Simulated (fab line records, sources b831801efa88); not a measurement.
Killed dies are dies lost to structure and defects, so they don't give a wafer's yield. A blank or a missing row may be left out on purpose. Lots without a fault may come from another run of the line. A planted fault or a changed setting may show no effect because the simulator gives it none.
One fault seen from 2 desks | flow sky130 | each desk has only its own numbers; what lay behind them comes last

THE METROLOGY DESK
What the gauges read, lot by lot, whatever tool the lot ran on: means of the sampled wafers that have a number. A lot is out of limits, marked OUT, if its mean lies more than 4 standard deviations from the usual mean; the brackets give that distance.
Columns: A = CONTACT_HDPCVD_THK at SKY_CONTACT_THK_MEAS_03, usual 565 nm; B = VIA1_HDPCVD_THK at SKY_VIA1_THK_MEAS_01, usual 1029 nm
lot  | first seen here | A   | B
L673 | day 30 07:28    | 566 | 1028
L674 | day 30 15:08    | 571 | 1031
L675 | day 31 03:59    | 559 | 1038
L677 | day 31 22:24    | 573 | 1032
L678 | day 32 07:01    | 575 | 1013
L680 | day 32 16:12    | 554 | 1033
L683 | day 33 19:23    | 565 | 1024
L685 | day 34 09:38    | 578 | 878 (-15) OUT
L686 | day 34 18:43    | 564 | 1021
L687 | day 35 02:55    | 565 | 1029
L688 | day 35 06:58    | 567 | 1029
L689 | day 35 12:38    | 571 | 1029
L692 | day 37 01:44    | 564 | 1019
This desk's finding: out of limits on L685; first on L685, day 36 16:52 (VIA1_HDPCVD_THK at SKY_VIA1_THK_MEAS_01). In limits: L673, L674, L675, L677, L678, L680, L683, L686, L687, L688, L689, L692.

THE TOOL OWNER'S DESK: hdpcvd-01
The tool's own readings at SKY_VIA1_HDPCVD_00 (deposits SiO2, target thk 1030 nm, time 171.7 s): means of the sampled wafers that have a number, for each lot that ran on this tool. A lot is out of limits, marked OUT, if its mean lies more than 4 standard deviations from the usual mean; the brackets give that distance.
Columns: A = sih4_flow_sccm at SKY_VIA1_HDPCVD_00, usual 60.00 sccm; B = susceptor_temp_C at SKY_VIA1_HDPCVD_00, usual 399.99 C
lot  | first seen here | A               | B
L673 | day 32 17:26    | 60.08           | 400.14
L674 | day 33 00:06    | 59.88           | 400.18
L675 | day 33 13:49    | 60.21           | 399.93
L677 | day 34 07:50    | 59.96           | 400.14
L680 | day 35 00:05    | 59.96           | 399.74
L683 | day 36 01:40    | 60.03           | 400.01
L685 | day 36 16:44    | 50.79 (-58) OUT | 400.03
This desk's finding: out of limits on L685; first on L685, day 36 16:44 (sih4_flow_sccm at SKY_VIA1_HDPCVD_00). In limits: L673, L674, L675, L677, L680, L683.

PUT TOGETHER
The tool owner's desk could have raised an alarm at day 36 16:44, on L685.
The metrology desk could have raised an alarm at day 36 16:52, on L685.
Of the lots named, all ran SKY_VIA1_HDPCVD_00 on hdpcvd-01.

WHAT THE SIMULATOR HAD PUT IN
Process parameter drift: hdpcvd-01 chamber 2, from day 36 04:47 on, at SKY_VIA1_HDPCVD_00. Setting sih4_flow_sccm, moved by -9, from 60. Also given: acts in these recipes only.
Lots struck among those shown: L685.
Hours from the fault's start to each desk's first reading out of limits: the tool owner's desk, 12; the metrology desk, 12.
